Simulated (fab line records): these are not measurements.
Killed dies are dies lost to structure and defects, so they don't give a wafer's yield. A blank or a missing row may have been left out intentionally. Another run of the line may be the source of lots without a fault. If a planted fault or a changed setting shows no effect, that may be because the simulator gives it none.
Struck lot and sound lot, side by side / flow sky130 / 44 steps out of a route of 708
Sound: wafers L171.1, L171.3, L171.5. Struck: wafer L177.2. (L177.1, L177.5 of the same lot were not struck and are left out.) The cause comes at the end.
Order at every step that has rows: each side's tool, ch and its chambers, its first start. Under that, the readings that differ: sound wafers / struck wafers / difference of the means / sigmas: that difference in standard deviations of wafers without a fault.
alike: same words and numbers on both sides, and readings whose means sit less than 2 such deviations apart. not compared: any withheld reading, any reading some wafer has no value for, any bound like >300 that may hide the same value, and any number with overlapping values for which the record gives no deviation.
The two part at a step that has a row with sigmas, a row that says differs or no value, or rows on one side only. Numbers that don't overlap but have no deviation are shown without sigmas and don't part them. Lack of a reading on every wafer of one side parts them only where that side has two or more wafers.

first, 4 steps without rows for these wafers: SKY_VIA3_CLEAN_18 (cleans in IPA, time 180 s); SKY_VIA3_CLEAN_19 (cleans in O3/DIW); SKY_VIA3_SPUTTER_20 (material TiN, target thk 20 nm, time 80 s); SKY_VIA3_CVD_21 (deposits W, target thk 390 nm, time 117.31 s).
SKY_VIA3_RS_MEAS_22: measurement is done with a four-point probe.
  sound: film_metro-02 at day 41 08:24; struck: film_metro-02 at day 43 04:19
  alike: VIA3_W_RS
SKY_VIA3_THK_MEAS_23: measures by xrf.
  sound: film_metro-02 at day 41 08:31; struck: film_metro-02 at day 43 04:26
  alike: VIA3_W_THK
SKY_VIA3_CMP_24: polishes, stops on SiO2, t overpolish 20 s, target thk 0 nm.
  sound on cmp-01 ch 1,2,3, day 41 08:36; struck on cmp-01 ch 2, day 43 04:33
  alike: motor_current_A, overpolish_run_s, slurry_filter_dp_kPa, time_to_endpoint_s
SKY_METAL4_SPUTTER_00: material Ti, target thk 15 nm, time 10 s.
  sound: pvd_sputter-02 at day 41 08:54; struck: pvd_sputter-03 at day 43 04:48
  alike: cathode_dc_power_W, throttle_valve_pct
then, 2 steps without rows for these wafers: SKY_METAL4_SPUTTER_01 (material TiN, target thk 20 nm, time 16.7 s); SKY_METAL4_SPUTTER_02 (material AlCu, target thk 735 nm, time 39.1 s).
SKY_METAL4_SPUTTER_03: material Ti, target thk 5 nm, time 3.3 s.
  sound: pvd_sputter-02 at day 41 08:59; struck: pvd_sputter-03 at day 43 04:53
  alike: cathode_dc_power_W, throttle_valve_pct
SKY_METAL4_SPUTTER_04: material TiN, target thk 70 nm, time 58.3 s.
  sound: pvd_sputter-02 at day 41 09:01; struck: pvd_sputter-03 at day 43 04:54
  alike: cathode_dc_power_W, throttle_valve_pct
SKY_CAP2M_CVD_00: deposits SiO2, target thk 15.5 nm.
  sound on pecvd-01 ch 0,1, day 41 09:03; struck on pecvd-02 ch 2, day 43 04:57
reading=model.SiO2_of_CAP2M_CVD_00.thk_nm (nm); sound=15.54 15.18 15.66; struck=22.32; difference=+6.86; sigmas=
  alike: heater_power_outer_w, heater_power_w
SKY_CAP2M_THK_MEAS_01:
  sound: film_metro-02 at day 41 09:05; struck: film_metro-02 at day 43 04:59
reading=CAP2M_CVD_00_THK (nm); sound=15.54 15.20 15.67; struck=22.31; difference=+6.84; sigmas=+33
then, 1 step without rows for these wafers: SKY_CAP2M_SPUTTER_02 (material TiN, target thk 200 nm, time 166.7 s).
SKY_CAP2M_RS_MEAS_03: measurement is done with a four-point probe.
  sound: film_metro-02 at day 41 09:15; struck: film_metro-03 at day 43 05:09
  alike: CAP2M_TIN_RS
SKY_CAP2M_THK_MEAS_04: measures by xrf.
  sound: film_metro-02 at day 41 09:22; struck: film_metro-03 at day 43 05:16
  alike: CAP2M_TIN_THK
then, 7 steps without rows for these wafers: SKY_CAP2M_DEHYDRATE_05 (time 60 s); SKY_CAP2M_HMDS_06 (prime time 60 s); SKY_CAP2M_COAT_07 (resist thk 1140 nm); SKY_CAP2M_SOFTBAKE_08 (time 60 s); SKY_CAP2M_EXPOSE_09 (exposes mask CAP2M, target cd 1000 nm); SKY_CAP2M_PEB_10; SKY_CAP2M_DEVELOP_11 (develop time 60 s).
SKY_CAP2M_OVL_MEAS_12:
  sound: overlay-01 at day 42 08:43; struck: overlay-01 at day 44 03:20
reading=CAP2M_OVL (nm); sound=3.0 -0.4 1.9; struck=-2.1; difference=-3.6; sigmas=-3
then, 13 steps without rows for these wafers: SKY_CAP2M_METAL_ETCH_13 (etches TiN in Cl2/BCl3, stops on SiO2, target depth 220 nm, time 62.9 s); SKY_CAP2M_STRIP_14 (strips in O2/N2); SKY_CAP2M_STRIP_15 (strips in post etch residue remover, time 1200 s); SKY_CAP2M_CLEAN_16 (cleans in IPA, time 180 s); SKY_CAP2M_CLEAN_17 (cleans in O3/DIW); SKY_METAL4_DEHYDRATE_05 (time 60 s); SKY_METAL4_HMDS_06 (prime time 60 s); SKY_METAL4_COAT_07 (resist thk 60 nm); SKY_METAL4_COAT_08 (resist thk 1140 nm); SKY_METAL4_SOFTBAKE_09 (time 90 s); SKY_METAL4_EXPOSE_10 (exposes mask MM4, target cd 300 nm); SKY_METAL4_PEB_11; SKY_METAL4_DEVELOP_12 (develop time 60 s).
SKY_METAL4_CD_MEAS_13: the cd target is 300 nm.
  sound: cd_sem-01 at day 43 08:53; struck: cd_sem-01 at day 45 02:46
  alike: cd_nm
SKY_METAL4_OVL_MEAS_14:
  sound: overlay-02 at day 43 09:01; struck: overlay-02 at day 45 02:53
  alike: METAL4_OVL
then, 1 step without rows for these wafers: SKY_METAL4_DESCUM_15 (chemistry O2, time 8 s).
SKY_METAL4_ETCH_16: etches BARC in N2/H2, stops on SiO2, time 88.2 s, target depth 60 nm.
  sound on rie_metal-02 ch 0, day 43 09:05; struck on rie_metal-04 ch 0, day 45 02:58
  alike: drypump_motor_current_A, oes_product_au, throttle_valve_pct
  not compared: rf_hours_counter_h
SKY_METAL4_ETCH_17: etches SiO2 in C4F8/O2/Ar, stops on TiN, time 3.9 s, target depth 15 nm.
  sound on rie_diel-03 ch 1,2,3, day 43 09:11; struck on rie_diel-01 ch 3, day 45 03:04
reading=oes_product_au (a.u.); sound=0.761 0.741 0.764; struck=0.927; difference=+0.172; sigmas=+23
reading=model.etch.depth_nm (nm); sound=15.54 15.18 15.66; struck=22.32; difference=+6.86; sigmas=
  not compared: rf_hours_counter_h
-- the record jumps here: 4 days lie between the struck wafers' starts before and after (it left off in module METAL4 and takes up again in module PAD_OPEN, whose first step shown is number 708 of the route) --
SKY_PAD_OPEN_PROBE_99:
  sound: prober-02 at day 47 05:33; struck: prober-02 at day 48 17:15
reading=killed_at_contacts; sound=26 19 36; struck=13; difference=-14; sigmas=-3
reading=model.etest.tester.sort_n_pass; sound=418 404 396; struck=0; difference=-406; sigmas=
reading=model.etest.tester.sort_yield_pct (%); sound=84.96 82.11 80.49; struck=0; difference=-83; sigmas=
reading=model.etest.tester.sort_bin_5_pct (%); sound=9.146 9.146 12.4; struck=92.28; difference=+82.05; sigmas=
reading=model.etest.cap_mim2.bv_v (V); sound=13.7 13.21 13.89; struck=20.29; difference=+6.69; sigmas=
reading=model.etest.cap_mim2.leak_log10_a_cm2; sound=-8.957 -8.812 -9.158; struck=-10.13; difference=-1.15; sigmas=
reading=model.etest.cap_mim2.c_ff_um2; sound=2.324 2.404 2.321; struck=1.614; difference=-0.736; sigmas=
reading=model.etest.tester.sort_bin_8_pct (%); sound=0 0 0; struck=6.668e-12; difference=+6.668e-12; sigmas=
reading=model.etest.tester.sort_bin_4_pct (%); sound=0 0 0; struck=9.26e-15; difference=+9.26e-15; sigmas=
  alike: defect_limited_yield, killed_at_M0_to_M3, killed_at_M4_up, killed_at_front_end, killed_at_other, killed_dies, killed_open, killed_short

== WHERE THEY PART ==
At SKY_CAP2M_THK_MEAS_01 first; at SKY_PAD_OPEN_PROBE_99 last (within this record only).

WHY: what the simulator had put in
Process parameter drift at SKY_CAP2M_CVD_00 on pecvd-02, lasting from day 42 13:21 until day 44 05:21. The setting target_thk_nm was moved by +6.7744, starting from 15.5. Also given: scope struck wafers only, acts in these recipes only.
